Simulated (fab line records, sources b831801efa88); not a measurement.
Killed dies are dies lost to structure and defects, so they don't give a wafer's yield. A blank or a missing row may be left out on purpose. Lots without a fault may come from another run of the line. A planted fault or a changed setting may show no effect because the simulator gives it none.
fab line records | flow sky130
record lots=6 wafers=18 last_day=49
route steps=708 shown NWELL@75 PWDE@84 VT_ADJUST_HVTP@85 PAD_OPEN@708
lots that met no fault: from a run of the same line without faults
start_h: hours from the record's first day to the start of the lot's first wafer shown | wait_h: hours since the lot's step before | " the same as in the row above | L1.1+2: a row that stands for several wafers | - no value, or no start given | * or withheld: withheld | < > ~ a bound
route shown NAME@n: a module of which the file shows steps, and the number in the route of the first | usual: mean/standard deviation of fault-free wafers | same: alike in all rows | chamber/n: place in a boat | sites: the reading at each site | _std_site: their standard deviation | _edge_site: outer sites' mean less inner sites' | radius_mm: how far each site lies from the wafer's centre | mask NAME#n: copy n | behind: the tool/chamber that last shaped the wafer | hold: why the lot was held/for how many hours/how that ended | device: the transistor (n, p or np) that didn't switch | end of line: the same wafers' tests at the end of the route | a step without rows: its recipe alone | killed: dies lost to structure and defects at the first sort, not the wafer's yield | map: a wafer's dies, x killed, . not, _ none there
set.NAME: the setting as run; set.NAME@STEP: as run at that earlier step | model.NAME: the simulator's own value behind a step, which no gauge read
lots at some steps of the route; a table a step, a row a wafer
services: from which hour (start_h, from the record's first day; less than 0 if before it) a tool's chamber was out of use, for how many hours, and why
## steps
# step SKY_NWELL_DEVELOP_22
# recipe wall_angle_deg=90 developer=TMAH develop_time_s=60 dev_temp_c=23
# step SKY_NWELL_OVL_MEAS_23
# usual NWELL_01_OVL=-0.3/1.4
# columns lot.wafer tool chamber start_h wait_h NWELL_01_OVL[nm]
L615.1 overlay-01 - 104.44 - 1.2
L615.3 " - " " 1.0
L615.6 " - " " -2.8
L618.2 overlay-02 - 119.95 - -0.4
L618.3 " - " " -0.3
L618.4 " - " " 0.2
L629.1 overlay-01 - 184.84 - 0.1
L629.2 " - " " -1.1
L629.6 " - " " -1.6
L631.2 overlay-02 - 204.35 - -1.2
L631.4 " - " " -0.7
L631.5 " - " " -2.9
L632.1 overlay-01 - 210.79 - 0.1
L632.2 " - " " 0.0
L632.4 " - " " -0.5
L633.3 overlay-02 - 214.95 - 0.0
L633.4 " - " " 0.0
L633.6 " - " " -0.3
# step SKY_NWELL_IMPLANT_24
# recipe species=B energy_kev=140 dose_cm2=9.2e+12 tilt_deg=withheld
# step SKY_NWELL_STRIP_25
# recipe chemistry=O2/N2 power_w=1400 pressure_mtorr=1500 platen_temp_c=withheld o2_flow_sccm=3000 n2_flow_sccm=300 overash_fraction=0.5
# usual drypump_motor_current_A=5.4/0.45 oes_product_au=0.722/0.0052 strip_time_to_endpoint_s=36.84/0.11
# columns lot.wafer tool chamber start_h wait_h drypump_motor_current_A oes_product_au rf_hours_counter_h strip_time_to_endpoint_s
L615.1 plasma_asher-04 1 104.63 0.1 5.5 0.723 42 36.94
L615.3 " 1 " " 5.5 0.722 - 36.96
L615.6 " 0 " " 5.6 0.725 - 36.91
L618.2 plasma_asher-03 1 120.13 0.1 6.4 0.715 31 36.84
L618.3 " 1 " " 6.3 0.727 - 36.80
L618.4 " 0 " " 5.5 0.726 - 36.89
L629.1 plasma_asher-02 1 185.03 0.1 5.0 0.716 52 36.73
L629.2 " 0 " " 5.1 0.719 52 36.79
L629.6 " 0 " " 5.1 0.721 - 36.83
L631.2 plasma_asher-02 0 204.53 0.1 5.1 0.710 54 36.95
L631.4 " 1 " " 5.0 0.721 - 36.80
L631.5 " 1 " " 5.0 0.719 - 36.91
L632.1 plasma_asher-03 0 210.98 0.1 5.5 0.715 39 36.91
L632.2 " 1 " " 6.4 0.725 39 36.86
L632.4 " 1 " " 6.4 0.723 - 36.99
L633.3 plasma_asher-03 0 215.16 0.1 5.5 0.727 - 36.74
L633.4 " 1 " " 6.4 0.723 - 36.69
L633.6 " 0 " " 5.6 0.714 - 36.58
# step SKY_NWELL_TW_MEAS_26
# usual NWELL_2_TW=493.3/2.9
# columns lot.wafer tool chamber start_h wait_h NWELL_2_TW
L615.1 film_metro-01 - 104.73 0.1 492.9
L615.3 " - " " 492.4
L615.6 " - " " 491.4
L618.2 film_metro-01 - 120.24 0.1 489.9
L618.3 " - " " 491.2
L618.4 " - " " 489.5
L629.1 film_metro-01 - 185.13 0.1 488.2
L629.2 " - " " 490.2
L629.6 " - " " 486.5
L631.2 film_metro-02 - 204.64 0.1 497.4
L631.4 " - " " 497.2
L631.5 " - " " 497.9
L632.1 film_metro-03 - 211.08 0.1 498.1
L632.2 " - " " 497.7
L632.4 " - " " 495.5
L633.3 film_metro-01 - 215.25 0.1 489.2
L633.4 " - " " 491.3
L633.6 " - " " 488.9
# step SKY_NWELL_CLEAN_27
# recipe chemistry=SC1/SC2 mix=1:4:20 temp_c=70 time_s=150 dry=n2_spin
# step SKY_NWELL_RTA_28
# recipe temp_c=1050 time_s=30 idle_temp_c=650 ramp_up_c_per_s=150 ramp_down_c_per_s=90 ambient=N2
# usual lamp_power_pct=25.31/0.057 ramp_down_c_per_s=89.999/0.015 wafer_temp_C_max=1054.8/0.96
# columns lot.wafer tool chamber start_h wait_h lamp_power_pct ramp_down_c_per_s wafer_temp_C_max
L615.1 rtp_anneal-01 0 104.84 0.0 25.27 89.989 1056.3
L615.3 " 0 " " 25.34 90.017 1054.5
L615.6 " 0 " " 25.28 89.979 1054.8
L618.2 rtp_anneal-02 0 120.36 0.0 25.34 90.005 1055.2
L618.3 " 0 " " 25.37 89.995 1053.4
L618.4 " 0 " " 25.34 90.010 1056.2
L629.1 rtp_anneal-01 0 185.24 0.0 25.25 89.983 1054.4
L629.2 " 0 " " 25.33 90.002 1055.6
L629.6 " 0 " " 25.14 89.960 1055.0
L631.2 rtp_anneal-01 0 204.75 0.0 25.44 90.020 1053.5
L631.4 " 0 " " 25.30 89.975 1054.7
L631.5 " 0 " " 25.31 90.018 1054.5
L632.1 rtp_anneal-01 0 211.19 0.0 25.30 90.026 1054.2
L632.2 " 0 " " 25.31 89.981 1053.4
L632.4 " 0 " " 25.34 90.022 1054.7
L633.3 rtp_anneal-02 0 215.37 0.0 25.31 89.991 1053.9
L633.4 " 0 " " 25.31 89.997 1055.2
L633.6 " 0 " " 25.22 89.998 1053.7
# step SKY_NWELL_RS_MEAS_29
# recipe thk_meas_gauge=four-point-probe
# usual NWELL_RS=624.5/1.3
# columns lot.wafer tool chamber start_h wait_h NWELL_RS[ohm/sq]
L615.1 film_metro-03 - 104.94 0.1 624.8
L615.3 " - " " 626.7
L615.6 " - " " 624.8
L618.2 film_metro-02 - 120.46 0.1 624.9
L618.3 " - " " 625.4
L618.4 " - " " 625.3
L629.1 film_metro-03 - 185.34 0.1 626.4
L629.2 " - " " 625.2
L629.6 " - " " 623.8
L631.2 film_metro-01 - 204.86 0.1 624.1
L631.4 " - " " 623.9
L631.5 " - " " 624.6
L632.1 film_metro-02 - 211.29 0.1 623.9
L632.2 " - " " 624.4
L632.4 " - " " 623.8
L633.3 film_metro-03 - 215.48 0.1 624.1
L633.4 " - " " 626.0
L633.6 " - " " 625.7
# step SKY_NWELL_RS_MEAS_31
# recipe thk_meas_gauge=four-point-probe
# usual PWDE_RS=5271/16
# columns lot.wafer tool chamber start_h wait_h PWDE_RS[ohm/sq]
L615.1 film_metro-03 - 105.18 0.1 5264
L615.3 " - " " 5275
L615.6 " - " " 5274
L618.2 film_metro-02 - 120.70 0.1 5292
L618.3 " - " " 5280
L618.4 " - " " 5276
L629.1 film_metro-03 - 185.58 0.1 5285
L629.2 " - " " 5272
L629.6 " - " " 5271
L631.2 film_metro-01 - 205.10 0.1 5279
L631.4 " - " " 5290
L631.5 " - " " 5271
L632.1 film_metro-02 - 211.53 0.1 5239
L632.2 " - " " 5240
L632.4 " - " " 5245
L633.3 film_metro-03 - 215.72 0.1 5263
L633.4 " - " " 5272
L633.6 " - " " 5258
# step SKY_VT_ADJUST_HVTP_DEHYDRATE_00
# recipe temp_c=200 time_s=60
# step SKY_VT_ADJUST_HVTP_HMDS_01
# recipe prime_time_s=60 prime_temp_c=120
# step SKY_VT_ADJUST_HVTP_COAT_02
# recipe resist=NOVOLAK spin_rpm=3000 resist_thk_nm=1140
# columns lot.wafer tool chamber start_h wait_h model.NOVOLAK_of_VT_ADJUST_HVTP_COAT_02.thk_nm
L615.1 litho_track-03 0 113.89 0.1 1142
L615.3 " 0 " " 1144
L615.6 " 0 " " 1143
L618.2+3 litho_track-04 0 129.42 0.1 1141
L618.4 " 0 " " 1143
L629.1 litho_track-03 0 195.39 0.1 1110
L629.2 " 0 " " 1112
L629.6 " 0 " " 1109
L631.2 litho_track-03 0 216.07 0.1 1111
L631.4 " 0 " " 1108
L631.5 " 0 " " 1112
L632.1 litho_track-01 0 222.57 0.1 1137
L632.2 " 0 " " 1144
L632.4 " 0 " " 1143
L633.3 litho_track-01 0 226.52 0.1 1141
L633.4 " 0 " " 1138
L633.6 " 0 " " 1136
# step SKY_VT_ADJUST_HVTP_SOFTBAKE_03
# recipe temp_c=90 time_s=60 resist=NOVOLAK
# step SKY_VT_ADJUST_HVTP_EXPOSE_04
# recipe mask_id=HVTPM na=0.6 source_shape=conventional sigma_outer=0.6 polarization=unpolarized target_cd_nm=380 dose_mj=140
# step SKY_VT_ADJUST_HVTP_PEB_05
# recipe temp_c=withheld time_s=* resist=NOVOLAK
# step SKY_VT_ADJUST_HVTP_DEVELOP_06
# recipe resist=NOVOLAK developer=TMAH develop_time_s=60 dev_temp_c=23
# columns lot.wafer tool chamber start_h wait_h model.NOVOLAK_of_VT_ADJUST_HVTP_COAT_02.thk_nm
L615.1 litho_track-04 0 122.69 0.1 1142
L615.3+6 " 0 " " 1143
L618.2 litho_track-03 0 138.32 0.1 1140
L618.3 " 0 " " 1141
L618.4 " 0 " " 1142
L629.1+6 litho_track-03 0 206.94 0.1 1109
L629.2 " 0 " " 1111
L631.2+5 litho_track-04 0 226.97 0.1 1111
L631.4 " 0 " " 1108
L632.1 litho_track-01 0 233.42 0.1 1137
L632.2+4 " 0 " " 1143
L633.3 litho_track-03 0 237.99 0.1 1140
L633.4 " 0 " " 1138
L633.6 " 0 " " 1136
# step SKY_VT_ADJUST_HVTP_CD_MEAS_07
# recipe target_cd_nm=380
# usual cd_nm=380.6/2.4
# columns lot.wafer tool chamber start_h wait_h cd_nm
L615.1 cd_sem-01 - 122.84 0.1 376.8
L615.3 " - " " 378.3
L615.6 " - " " 375.9
L618.2 cd_sem-02 - 138.46 0.1 381.4
L618.3 " - " " 381.4
L618.4 " - " " 379.7
L629.1 cd_sem-01 - 207.09 0.1 383.2
L629.2 " - " " 385.2
L629.6 " - " " 383.4
L631.2 cd_sem-02 - 227.11 0.1 389.5
L631.4 " - " " 388.6
L631.5 " - " " 384.9
L632.1 cd_sem-02 - 233.57 0.1 383.7
L632.2 " - " " 384.6
L632.4 " - " " 381.0
L633.3 cd_sem-02 - 238.13 0.1 378.9
L633.4 " - " " 380.2
L633.6 " - " " 381.5
# step SKY_VT_ADJUST_HVTP_OVL_MEAS_08
# usual VT_ADJUST_HVTP_OVL=-0.3/1.5
# columns lot.wafer tool chamber start_h wait_h VT_ADJUST_HVTP_OVL[nm]
L615.1 overlay-02 - 122.96 0.1 -2.5
L615.3 " - " " -1.7
L615.6 " - " " -2.8
L618.2 overlay-02 - 138.57 0.1 1.1
L618.3 " - " " 0.1
L618.4 " - " " -0.6
L629.1 overlay-02 - 207.21 0.1 -1.3
L629.2 " - " " -1.5
L629.6 " - " " -1.4
L631.2 overlay-02 - 227.22 0.1 3.0
L631.4 " - " " 1.6
L631.5 " - " " 1.1
L632.1 overlay-02 - 233.69 0.1 -1.6
L632.2 " - " " 0.2
L632.4 " - " " -1.3
L633.3 overlay-02 - 238.22 0.1 -1.5
L633.4 " - " " -0.8
L633.6 " - " " 0.1
# step SKY_VT_ADJUST_HVTP_IMPLANT_09
# recipe species=As energy_kev=150 dose_cm2=4.3e+12 tilt_deg=withheld
# step SKY_VT_ADJUST_HVTP_STRIP_10
# recipe chemistry=O2/N2 power_w=1400 pressure_mtorr=1500 platen_temp_c=withheld o2_flow_sccm=3000 n2_flow_sccm=300 overash_fraction=0.5
# usual drypump_motor_current_A=5.7/0.3 oes_product_au=0.717/0.0047 strip_time_to_endpoint_s=14.17/0.041
# columns lot.wafer tool chamber start_h wait_h drypump_motor_current_A oes_product_au rf_hours_counter_h strip_time_to_endpoint_s
L615.1 plasma_asher-01 0 123.15 0.1 5.9 0.717 42 14.20
L615.3 " 0 " " 5.9 0.707 - 14.22
L615.6 " 0 " " 5.9 0.723 - 14.22
L618.2 plasma_asher-04 0 138.75 0.1 5.6 0.722 2 14.19
L618.3 " 1 " " 5.5 0.713 - 14.20
L618.4 " 0 " " 5.5 0.717 - 14.22
L629.1 plasma_asher-03 1 207.40 0.1 6.4 0.722 38 13.81
L629.2 " 0 " " 5.5 0.718 38 13.85
L629.6 " 0 " " 5.5 0.722 - 13.81
L631.2 plasma_asher-04 1 227.40 0.1 5.6 0.721 11 13.82
L631.4 " 1 " " 5.5 0.703 - 13.79
L631.5 " 1 " " 5.5 0.715 - 13.87
L632.1 plasma_asher-01 0 233.88 0.1 5.9 0.714 53 14.15
L632.2 " 1 " " 5.4 0.724 53 14.23
L632.4 " 1 " " 5.4 0.713 - 14.21
L633.3 plasma_asher-04 0 238.43 0.1 5.6 0.710 - 14.18
L633.4 " 1 " " 5.5 0.710 - 14.16
L633.6 " 0 " " 5.6 0.720 - 14.13
# step SKY_VT_ADJUST_HVTP_TW_MEAS_11
# usual VT_ADJUST_HVTP_TW=1352/8.1
# columns lot.wafer tool chamber start_h wait_h VT_ADJUST_HVTP_TW
L615.1 film_metro-03 - 123.25 0.1 1352
L615.3 " - " " 1355
L615.6 " - " " 1351
L618.2 film_metro-03 - 138.86 0.1 1351
L618.3 " - " " 1347
L618.4 " - " " 1349
L629.1 film_metro-04 - 207.50 0.1 1374
L629.2 " - " " 1363
L629.6 " - " " 1372
L631.2 film_metro-01 - 227.51 0.1 1352
L631.4 " - " " 1350
L631.5 " - " " 1347
L632.1 film_metro-03 - 233.98 0.1 1359
L632.2 " - " " 1350
L632.4 " - " " 1352
L633.3 film_metro-03 - 238.52 0.1 1357
L633.4 " - " " 1358
L633.6 " - " " 1352
# step SKY_PAD_OPEN_PROBE_99
# usual killed_at_M0_to_M3=44/7.8 killed_at_M4_up=3.1/1.7 killed_at_contacts=25/5.1 killed_at_front_end=15/4.4 killed_at_other=0.5/0.68 killed_dies=88/9.9 killed_on_rim=17/3.9 killed_open=48/6.9 killed_short=39/6.5
# same gross_dies=492 killed_at_back_side=0
# columns lot.wafer tool chamber start_h wait_h killed_at_M0_to_M3 killed_at_M4_up killed_at_contacts killed_at_front_end killed_at_other killed_dies killed_on_rim killed_open killed_short
L615.1 prober-02 - 1067.95 0.1 41 1 19 10 0 71 15 39 32
L615.3 prober-02 - 1068.05 0.2 27 1 25 22 0 75 13 46 29
L615.6 prober-02 - 1068.20 0.2 42 3 22 15 0 82 13 43 38
L618.2 prober-01 - 1090.13 0.1 55 1 28 8 0 92 23 57 35
L618.3 prober-01 - 1090.18 0.2 51 5 25 9 0 90 19 47 43
L618.4 prober-01 - 1090.23 0.2 37 0 35 11 0 83 16 50 33
L629.1 prober-02 - 1151.56 0.1 40 4 16 18 0 78 11 44 34
L629.2 prober-02 - 1151.61 0.1 49 1 7 14 0 71 9 45 26
L629.6 prober-02 - 1151.81 0.2 43 5 17 15 0 80 20 51 28
L631.2 prober-02 - 1167.61 0.1 52 3 17 7 0 79 14 31 48
L631.4 prober-02 - 1167.71 0.2 32 3 32 17 1 85 18 51 33
L631.5 prober-02 - 1167.76 0.2 35 5 28 22 1 91 18 58 31
L632.1 prober-01 - 1174.57 0.1 51 3 24 17 0 95 23 55 40
L632.2 prober-01 - 1174.62 0.1 38 5 27 16 0 86 16 53 33
L632.4 prober-01 - 1174.72 0.2 47 2 30 19 0 98 16 55 42
L633.3 prober-02 - 1177.27 0.2 31 3 28 7 0 69 11 38 31
L633.4 prober-02 - 1177.32 0.2 38 2 33 14 0 87 16 48 39
L633.6 prober-02 - 1177.42 0.2 38 2 27 12 0 79 16 42 37
# killed by level:class
L615.1 VIA1:geometric_particle:open=9 VIA2:geometric_particle:open=7 CONTACT:geometric_particle:open=7 METAL1:geometric_particle:short=7 LI_CONTACT:geometric_particle:open=5 CONTACT:geometric_particle:short=4 METAL2:geometric_particle:short=4 FIELD_ISO:geometric_particle:short=3
L615.3 VIA1:geometric_particle:open=11 CONTACT:geometric_particle:short=9 LI_CONTACT:geometric_particle:open=8 VIA3:geometric_particle:open=6 FIELD_ISO:geometric_particle:short=5 FIELD_ISO:geometric_particle:open=5 POLY_GATE:geometric_particle:open=5 CONTACT:geometric_particle:open=5
L615.6 VIA3:geometric_particle:open=16 CONTACT:geometric_particle:open=7 VIA1:geometric_particle:open=6 POLY_GATE:geometric_particle:short=5 METAL2:geometric_particle:short=5 LI_CONTACT:geometric_particle:short=4 LI_CONTACT:geometric_particle:open=4 CONTACT:geometric_particle:short=4
L618.2 VIA3:geometric_particle:open=12 VIA1:geometric_particle:open=11 LI_CONTACT:geometric_particle:open=10 CONTACT:geometric_particle:open=9 VIA1:geometric_particle:short=7 METAL1:geometric_particle:short=5 VIA3:geometric_particle:short=5 LI_CONTACT:geometric_particle:short=4
L618.3 VIA1:geometric_particle:open=10 VIA2:geometric_particle:open=9 LI_CONTACT:geometric_particle:open=8 CONTACT:geometric_particle:open=8 VIA1:geometric_particle:short=6 METAL2:geometric_particle:short=6 VIA2:geometric_particle:short=6 CONTACT:geometric_particle:short=5
L618.4 CONTACT:geometric_particle:open=16 LI_CONTACT:geometric_particle:open=11 VIA1:geometric_particle:open=10 VIA2:geometric_particle:open=7 FIELD_ISO:geometric_particle:short=5 POLY_GATE:geometric_particle:short=4 VIA1:geometric_particle:short=4 LI_CONTACT:geometric_particle:short=3
L629.1 VIA2:geometric_particle:open=9 CONTACT:geometric_particle:open=8 VIA1:geometric_particle:open=8 METAL1:geometric_particle:short=6 POLY_GATE:geometric_particle:short=5 POLY_GATE:geometric_particle:open=5 VIA1:geometric_particle:short=5 VIA3:geometric_particle:open=5
L629.2 VIA3:geometric_particle:open=11 VIA1:geometric_particle:open=10 FIELD_ISO:geometric_particle:open=7 METAL2:geometric_particle:short=5 VIA2:geometric_particle:open=5 CONTACT:geometric_particle:open=4 METAL3:geometric_particle:short=4 VIA3:geometric_particle:short=4
L629.6 VIA1:geometric_particle:open=15 VIA3:geometric_particle:open=8 LI_CONTACT:geometric_particle:open=7 METAL2:geometric_particle:short=6 POLY_GATE:geometric_particle:short=5 CONTACT:geometric_particle:open=5 VIA2:geometric_particle:open=5 POLY_GATE:geometric_particle:open=4
L631.2 METAL2:geometric_particle:short=8 METAL1:geometric_particle:short=8 VIA1:geometric_particle:open=8 VIA3:geometric_particle:short=6 VIA1:geometric_particle:short=6 LI_CONTACT:geometric_particle:open=5 VIA3:geometric_particle:open=5 CONTACT:geometric_particle:short=4
L631.4 CONTACT:geometric_particle:open=14 VIA1:geometric_particle:open=11 LI_CONTACT:geometric_particle:open=7 FIELD_ISO:geometric_particle:open=5 LOCAL_INTERCONNECT:geometric_particle:short=5 METAL3:geometric_particle:short=4 POLY_GATE:geometric_particle:short=4 POLY_GATE:geometric_particle:open=3
L631.5 LI_CONTACT:geometric_particle:open=12 CONTACT:geometric_particle:open=9 VIA1:geometric_particle:open=9 POLY_GATE:geometric_particle:open=7 METAL2:geometric_particle:short=7 FIELD_ISO:geometric_particle:open=5 METAL1:geometric_particle:short=5 FIELD_ISO:geometric_particle:short=4
L632.1 VIA1:geometric_particle:open=12 VIA3:geometric_particle:open=10 CONTACT:geometric_particle:open=8 LI_CONTACT:geometric_particle:open=7 VIA2:geometric_particle:open=7 POLY_GATE:geometric_particle:short=6 POLY_GATE:geometric_particle:open=5 VIA2:geometric_particle:short=5
L632.2 VIA1:geometric_particle:open=11 VIA3:geometric_particle:open=10 CONTACT:geometric_particle:open=9 LI_CONTACT:geometric_particle:open=7 POLY_GATE:geometric_particle:open=5 CONTACT:geometric_particle:short=5 METAL3:geometric_particle:short=4 METAL2:geometric_particle:short=4
L632.4 LI_CONTACT:geometric_particle:open=12 CONTACT:geometric_particle:open=9 VIA2:geometric_particle:open=8 VIA1:geometric_particle:open=7 VIA1:geometric_particle:short=6 VIA3:geometric_particle:open=6 METAL1:geometric_particle:short=5 FIELD_ISO:geometric_particle:short=4
L633.3 LI_CONTACT:geometric_particle:open=11 METAL2:geometric_particle:short=7 VIA1:geometric_particle:open=7 LOCAL_INTERCONNECT:geometric_particle:short=6 CONTACT:geometric_particle:open=6 LI_CONTACT:geometric_particle:short=4 METAL1:geometric_particle:short=3 VIA2:geometric_particle:open=3
L633.4 LI_CONTACT:geometric_particle:open=11 VIA1:geometric_particle:open=11 LOCAL_INTERCONNECT:geometric_particle:short=8 CONTACT:geometric_particle:open=8 METAL2:geometric_particle:short=7 VIA1:geometric_particle:short=5 VIA2:geometric_particle:open=5 FIELD_ISO:geometric_particle:open=3
L633.6 VIA2:geometric_particle:open=11 LI_CONTACT:geometric_particle:open=8 CONTACT:geometric_particle:open=7 VIA1:geometric_particle:open=7 CONTACT:geometric_particle:short=6 VIA1:geometric_particle:short=5 VIA3:geometric_particle:short=4 LI_CONTACT:geometric_particle:short=4
## services
# columns tool chamber start_h hours kind
plasma_asher-03 - 98.55 0.9 repair
litho_track-01 - 103.08 - consumable_replace:filter
plasma_asher-04 - 108.75 9.0 pm
plasma_asher-04 0 108.75 9.0 vent_cycle
plasma_asher-04 1 108.75 9.0 vent_cycle
plasma_asher-04 0 117.75 - clean
plasma_asher-04 1 117.75 - clean
plasma_asher-01 - 139.17 2.2 repair
plasma_asher-04 - 166.90 2.8 pm
plasma_asher-03 - 176.04 9.6 pm
## key
first_sign step=SKY_VT_ADJUST_HVTP_CD_MEAS_07 reading=cd_nm direction=up sigmas=2.2 usual=380.6 struck=385.8
effect step=SKY_VT_ADJUST_HVTP_STRIP_10 reading=strip_time_to_endpoint_s direction=down sigmas=8.4 usual=* struck=*
model_effect step=SKY_VT_ADJUST_HVTP_COAT_02 value=NOVOLAK_of_VT_ADJUST_HVTP_COAT_02.thk_nm without=1141 struck=1110
model_effect step=SKY_VT_ADJUST_HVTP_DEVELOP_06 value=NOVOLAK_of_VT_ADJUST_HVTP_COAT_02.thk_nm without=1141 struck=1110
met_at SKY_VT_ADJUST_HVTP_COAT_02
struck_wafers L629.1,L629.2,L629.6,L631.2,L631.4,L631.5
tester_left_out L629,L631
onset_between 113.89 195.39
also_fits SKY_NWELL_STRIP_25:plasma_asher-02
fault kind=process_parameter_drift tool=litho_track-03 chamber=- onset_h=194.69 steps=SKY_VT_ADJUST_HVTP_COAT_02 channel=resist_thk_nm offset=-30.566 shape=step end_h=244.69 acts_in=these_recipes_only stated=1140
# tester_left_out: of these lots the tester's yield and bins aren't shown, on N5 and GAA mostly nor the transistor test; their killed dies are dies lost to structure and defects alone, not to doping, threshold or leakage, so they don't give the yield
